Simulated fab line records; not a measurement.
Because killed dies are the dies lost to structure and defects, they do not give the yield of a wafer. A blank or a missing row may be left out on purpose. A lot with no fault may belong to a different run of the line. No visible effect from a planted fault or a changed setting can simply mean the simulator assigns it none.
Chamber matching || flow gf180mcu || GF_CONTACT_CVD_02 on pecvd-02 has 3 sister chambers
The step deposits SiO2 from TEOS, target thk 860 nm, time 95.992 s. 14 wafers are shown with their chamber, then 7 later ones without.

== EACH WAFER AND ITS CHAMBER ==
{"wafer": "L391.2", "chamber": 1, "heater-power-w (W)": 634}
{"wafer": "L391.4", "chamber": 1, "heater-power-w (W)": 681}
{"wafer": "L391.6", "chamber": 0, "heater-power-w (W)": 802}
{"wafer": "L392.2", "chamber": 0, "heater-power-w (W)": 802}
{"wafer": "L392.4", "chamber": 2, "heater-power-w (W)": 669}
{"wafer": "L392.6", "chamber": 0, "heater-power-w (W)": 671}
{"wafer": "L395.2", "chamber": 2, "heater-power-w (W)": 615}
{"wafer": "L395.3", "chamber": 0, "heater-power-w (W)": 752}
{"wafer": "L395.6", "chamber": 1, "heater-power-w (W)": 724}
{"wafer": "L399.2", "chamber": 0, "heater-power-w (W)": 744}
{"wafer": "L399.4", "chamber": 0, "heater-power-w (W)": 777}
{"wafer": "L399.5", "chamber": 2, "heater-power-w (W)": 663}
{"wafer": "L401.1", "chamber": 2, "heater-power-w (W)": 621}
{"wafer": "L401.3", "chamber": 0, "heater-power-w (W)": 739}

SIGNATURES (averages over the wafers above)
{"reading": "heater-power-w", "chamber 0": 755.29, "chamber 1": 679.67, "chamber 2": 642.00, "scatter within a chamber": 41.3}
Rule: a wafer lies at a distance from a chamber equal to the root of the sum of squares, over the readings, of (its reading less the chamber's mean, divided by the reading's scatter). The wafer belongs to the nearest chamber; if the next one is less than 2 further off, it can't be placed. The scatter: the root of (the sum of the squares of (reading less its chamber's mean) over the shown wafers, divided by (wafers less chambers)).

== WAFERS WITHOUT THEIR CHAMBER ==
{"wafer": "L401.6", "heater-power-w (W)": 651}
{"wafer": "L403.4", "heater-power-w (W)": 763}
{"wafer": "L403.5", "heater-power-w (W)": 545}
{"wafer": "L403.6", "heater-power-w (W)": 830}
{"wafer": "L404.1", "heater-power-w (W)": 574}
{"wafer": "L404.3", "heater-power-w (W)": 748}
{"wafer": "L404.4", "heater-power-w (W)": 688}

== CHAMBER TAKEN BY EACH ==
{"wafer": "L401.6", "from the rows above": "can't be placed: 2 or 1", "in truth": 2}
{"wafer": "L403.4", "from the rows above": "can't be placed: 0 or 1", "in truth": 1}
{"wafer": "L403.5", "from the rows above": "can't be placed: 2 or 1", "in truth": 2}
{"wafer": "L403.6", "from the rows above": "can't be placed: 0 or 1", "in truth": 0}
{"wafer": "L404.1", "from the rows above": "can't be placed: 2 or 1", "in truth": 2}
{"wafer": "L404.3", "from the rows above": "can't be placed: 0 or 1", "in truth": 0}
{"wafer": "L404.4", "from the rows above": "can't be placed: 1 or 2 or 0", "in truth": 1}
Correctly placed: 0 of 7. From these rows, 7 cannot be placed; in 7 the true chamber is one of the candidates. Placed wrongly: 0.
